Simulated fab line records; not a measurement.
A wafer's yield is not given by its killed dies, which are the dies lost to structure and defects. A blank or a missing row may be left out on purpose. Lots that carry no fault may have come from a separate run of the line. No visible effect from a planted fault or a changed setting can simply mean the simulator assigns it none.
Which of the tools did it? ; flow gf180mcu ; 7 lots, 21 wafers sampled, at 5 steps of a route of 602

## WHAT THE GAUGES SHOWED, per wafer
GF_M2_THK_MEAS_06: measures by xrf.
lot;measured;on;M2_ALCU_THK (nm)
L454;day 18 09:49;film-metro-01;451 446 440
L458;day 20 04:15;film-metro-01;451 449 446
L462;day 21 19:58;film-metro-03;439 443 444
L467;day 23 10:17;film-metro-01;496 489 497
L469;day 24 02:12;film-metro-04;494 488 495
L472;day 25 07:06;film-metro-04;451 449 452
L475;day 26 02:19;film-metro-01;450 443 449

## WHICH TOOL RAN EACH LOT (tool, then ch and the chambers of the sampled wafers, then the start)
lot;GF_V1_ETCH_16;GF_V1_SPUTTER_22;GF_M2_SPUTTER_00;GF_M2_SPUTTER_04
L454;rie-diel-02 ch 0,1,2, day 18 08:07;pvd-sputter-03, day 18 08:51;pvd-sputter-02, day 18 09:29;pvd-sputter-02, day 18 09:40
L458;rie-diel-01 ch 0,2,3, day 20 02:34;pvd-sputter-02, day 20 03:17;pvd-sputter-03, day 20 03:55;pvd-sputter-03, day 20 04:05
L462;rie-diel-02 ch 0,2, day 21 18:07;pvd-sputter-01, day 21 18:58;pvd-sputter-03, day 21 19:35;pvd-sputter-03, day 21 19:47
L467;rie-diel-02 ch 0,1,2, day 23 08:33;pvd-sputter-03, day 23 09:19;pvd-sputter-02, day 23 09:56;pvd-sputter-02, day 23 10:07
L469;rie-diel-02 ch 2,3, day 24 00:28;pvd-sputter-03, day 24 01:14;pvd-sputter-02, day 24 01:52;pvd-sputter-02, day 24 02:02
L472;rie-diel-01 ch 0,2,3, day 25 05:18;pvd-sputter-01, day 25 06:07;pvd-sputter-03, day 25 06:45;pvd-sputter-03, day 25 06:56
L475;rie-diel-01 ch 1,2, day 26 00:36;pvd-sputter-02, day 26 01:20;pvd-sputter-04, day 26 01:58;pvd-sputter-04, day 26 02:08
- GF_V1_ETCH_16: etches BARC in N2/H2.
- GF_V1_SPUTTER_22: material TiN, target thk 10 nm, time 40 s.
- GF_M2_SPUTTER_00: material Ti, target thk 37.5 nm, time 150 s.
- GF_M2_SPUTTER_04: material TiN, target thk 50 nm, time 41.7 s.

## THE ANSWER, worked out from the rows above alone
Rule: the usual values come from the lots themselves. Put in order of their means at a reading, lots are off if they are a third of the lots or fewer, leave a main group of 4 or more, and stand apart from it by a gap of 3 or more times the standard deviation of the main group's means; of several such gaps the widest counts. A main group whose means are all the same, to the digits that the tables above print for the reading, isn't used. A lot without any number at a reading at which 4 lots or more have one is off too. Any other lot the step has rows for is counted as sound.
Off: L467, L469, at GF_M2_THK_MEAS_06 (M2_ALCU_THK). The main group: mean 447 nm, standard deviation 2.9.
If a tool, at a process step before that reading, ran all the lots that are off and no sound lot after the first of them, it fits. Gauges at GF_M2_THK_MEAS_06: tried the same way as those tools. Can't be told from this: 3 tools fit, rie-diel-02 at GF_V1_ETCH_16, pvd-sputter-03 at GF_V1_SPUTTER_22, pvd-sputter-02 at GF_M2_SPUTTER_00 and GF_M2_SPUTTER_04.

## WHAT THE SIMULATOR PUT IN
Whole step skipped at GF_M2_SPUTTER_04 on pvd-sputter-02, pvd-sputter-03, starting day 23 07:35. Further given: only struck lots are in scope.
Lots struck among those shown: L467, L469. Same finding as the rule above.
